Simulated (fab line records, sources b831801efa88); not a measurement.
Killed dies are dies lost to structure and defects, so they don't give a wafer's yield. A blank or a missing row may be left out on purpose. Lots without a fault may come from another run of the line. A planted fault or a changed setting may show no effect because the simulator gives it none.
Which tool did it? | flow gf180mcu | 14 lots, 42 wafers sampled, at 4 steps of a route of 602

WHAT THE GAUGES READ, wafer by wafer
GF_DUAL_GATE_OVL_MEAS_11.
lot  | measured     | on         | DUAL_GATE_OVL (nm)
L509 | day 8 05:23  | overlay-01 | 1.4 1.8 1.0
L510 | day 8 16:19  | overlay-02 | -1.8 -2.4 -2.2
L511 | day 8 21:58  | overlay-01 | -0.3 2.4 0.8
L512 | day 9 04:52  | overlay-02 | -0.5 0.9 -0.7
L513 | day 9 10:04  | overlay-02 | 2.1 2.5 1.5
L514 | day 9 18:46  | overlay-01 | -0.6 -0.7 -1.2
L515 | day 10 02:41 | overlay-01 | -0.5 0.3 -0.3
L517 | day 10 16:33 | overlay-02 | -1.4 -0.3 1.7
L519 | day 11 10:35 | overlay-01 | -2.6 0.4 -2.4
L522 | day 12 06:55 | overlay-01 | 0.3 1.9 0.2
L523 | day 12 14:25 | overlay-02 | 0.9 -0.2 -0.8
L526 | day 13 04:52 | overlay-02 | 1.8 -0.5 1.9
L530 | day 14 12:17 | overlay-01 | -0.6 1.3 0.6
L531 | day 14 21:00 | overlay-02 | 1.0 1.4 -0.4

GF_POLY_GATE_CD_MEAS_10: target cd 280 nm.
lot  | measured     | on        | cd_nm (nm)
L509 | day 9 01:13  | cd_sem-01 | 281.3 280.3 279.4
L510 | day 9 12:29  | cd_sem-01 | 279.8 279.3 280.1
L511 | day 9 20:17  | cd_sem-01 | 279.2 279.8 279.5
L512 | day 10 01:10 | cd_sem-02 | 281.4 282.4 280.8
L513 | day 10 08:01 | cd_sem-01 | 279.6 280.2 281.0
L514 | day 10 16:13 | cd_sem-02 | 279.1 279.5 279.9
L515 | day 11 01:01 | cd_sem-01 | 279.6 280.1 281.0
L517 | day 11 15:17 | cd_sem-01 | 282.7 281.6 281.7
L519 | day 12 09:39 | cd_sem-02 | 278.3 279.8 279.5
L522 | day 13 06:09 | cd_sem-01 | 281.8 280.4 280.2
L523 | day 13 13:37 | cd_sem-01 | 279.7 280.1 279.4
L526 | day 14 04:34 | cd_sem-01 | 280.4 281.9 280.1
L530 | day 15 12:32 | cd_sem-01 | 278.6 280.3 280.0
L531 | day 15 22:24 | cd_sem-02 | 278.8 279.1 279.6

WHICH TOOL RAN EACH LOT (tool, then ch and the chambers of the sampled wafers, then the start)
lot  | GF_MVSD_IMPLANT_09             | GF_VT_IMPLANT_STRIP_09
L509 | implanter-01 ch 0, day 4 10:31 | plasma_asher-01 ch 0,1, day 5 14:46
L510 | implanter-02 ch 0, day 4 16:25 | plasma_asher-01 ch 0,1, day 5 20:56
L511 | implanter-02 ch 0, day 4 22:22 | plasma_asher-01 ch 0,1, day 6 03:41
L512 | implanter-01 ch 0, day 5 05:06 | plasma_asher-04 ch 0,1, day 6 09:53
L513 | implanter-02 ch 0, day 5 09:29 | plasma_asher-02 ch 1, day 6 14:27
L514 | implanter-02 ch 0, day 5 15:33 | plasma_asher-01 ch 0,1, day 6 21:50
L515 | implanter-01 ch 0, day 5 23:08 | plasma_asher-02 ch 0,1, day 7 05:14
L517 | implanter-01 ch 0, day 6 09:16 | plasma_asher-02 ch 0, day 7 17:26
L519 | implanter-02 ch 0, day 7 00:12 | plasma_asher-02 ch 0, day 8 08:09
L522 | implanter-02 ch 0, day 7 16:56 | plasma_asher-04 ch 0,1, day 9 02:20
L523 | implanter-04 ch 0, day 7 23:42 | plasma_asher-01 ch 0,1, day 9 09:59
L526 | implanter-02 ch 0, day 8 12:53 | plasma_asher-01 ch 0, day 9 22:56
L530 | implanter-04 ch 0, day 9 13:55 | plasma_asher-01 ch 0,1, day 11 01:47
L531 | implanter-04 ch 0, day 9 21:44 | plasma_asher-04 ch 0,1, day 11 10:20
- GF_MVSD_IMPLANT_09
- GF_VT_IMPLANT_STRIP_09: strips in O2/N2.

WHAT THE TOOLS THEMSELVES READ (means of the sampled wafers that have a number; where no wafer has one, the mark that the record gives instead)
GF_MVSD_IMPLANT_09.
lot  | tool         | tilt_deg (degrees)
L509 | implanter-01 | -0.020
L510 | implanter-02 | 0.009
L511 | implanter-02 | 0.008
L512 | implanter-01 | 0.021
L513 | implanter-02 | 0.010
L514 | implanter-02 | -0.003
L515 | implanter-01 | -0.026
L517 | implanter-01 | 0.017
L519 | implanter-02 | -0.016
L522 | implanter-02 | 6.245
L523 | implanter-04 | 0.009
L526 | implanter-02 | 6.241
L530 | implanter-04 | 0.018
L531 | implanter-04 | -0.029

GF_VT_IMPLANT_STRIP_09.
lot  | tool            | drypump_motor_current_A (A) | heater_power_w (W) | n2_flow_sccm (sccm) | o2_flow_sccm (sccm) | oes_product_au (a.u.) | strip_time_to_endpoint_s (s)
L509 | plasma_asher-01 | 5.58                        | 322                | 299.8               | 3001                | 0.717                 | 12.63
L510 | plasma_asher-01 | 5.61                        | 327                | 300.7               | 3000                | 0.718                 | 12.58
L511 | plasma_asher-01 | 5.59                        | 322                | 300.0               | 2997                | 0.719                 | 12.62
L512 | plasma_asher-04 | 5.39                        | 289                | 300.0               | 2997                | 0.715                 | 12.62
L513 | plasma_asher-02 | 6.01                        | 370                | 299.1               | 3004                | 0.717                 | 12.62
L514 | plasma_asher-01 | 5.54                        | 350                | 299.3               | 2998                | 0.718                 | 12.58
L515 | plasma_asher-02 | 6.00                        | 352                | 299.9               | 3007                | 0.717                 | 12.65
L517 | plasma_asher-02 | 5.94                        | 322                | 299.4               | 2996                | 0.714                 | 12.63
L519 | plasma_asher-02 | 5.92                        | 330                | 300.3               | 3001                | 0.718                 | 12.68
L522 | plasma_asher-04 | 5.55                        | 299                | 299.2               | 3005                | 0.719                 | 12.66
L523 | plasma_asher-01 | 5.53                        | 347                | 301.5               | 2992                | 0.714                 | 12.67
L526 | plasma_asher-01 | 5.64                        | 297                | 300.4               | 2995                | 0.711                 | 12.61
L530 | plasma_asher-01 | 5.58                        | 320                | 299.2               | 3004                | 0.715                 | 12.55
L531 | plasma_asher-04 | 5.54                        | 300                | 300.1               | 3002                | 0.717                 | 12.64

THE ANSWER, worked out from the rows above alone
Rule: what is usual is taken from the lots themselves. Put in order of their means at a reading, lots are off if they are a third of the lots or fewer, leave a main group of 4 or more, and stand apart from it by a gap of 3 or more times the standard deviation of the main group's means; of several such gaps the widest counts. A main group whose means are all the same, to the digits that the tables above print for the reading, isn't used. A lot without any number at a reading at which 4 lots or more have one is off too. The other lots that the step has rows for count as sound. The gauges are gone through in route order, then the tools' own readings, and for those a lot's mean is taken as printed above. The first step at which some lot is off is used, and at that step the reading that is off furthest; a lot without a number counts as furthest.
Off: L522, L526, at GF_MVSD_IMPLANT_09 (tilt_deg). The main group: mean -0.000 degrees, standard deviation 0.017.
A tool fits if, at that step or a process step before it, it ran every lot that is off, and no sound lot after the first of them. One fits: implanter-02 at GF_MVSD_IMPLANT_09. Its last sound lot is L519 (day 7 00:12), its first lot that is off L522 (day 7 16:56): a fault that began between those two fits.
The tool's own readings at GF_MVSD_IMPLANT_09 bear it out: on the lots that are off they differ by more than 5 times the standard deviation of the sound lots' means. tilt_deg reads 6.243 degrees there against -0.000 degrees on the sound lots.

WHAT THE SIMULATOR HAD PUT IN
Process parameter drift: implanter-02, from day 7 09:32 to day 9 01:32, at GF_MVSD_IMPLANT_09. Setting tilt_deg, moved by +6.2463, from 0. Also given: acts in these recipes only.
Lots struck among those shown: L522, L526. The rule above found the same.
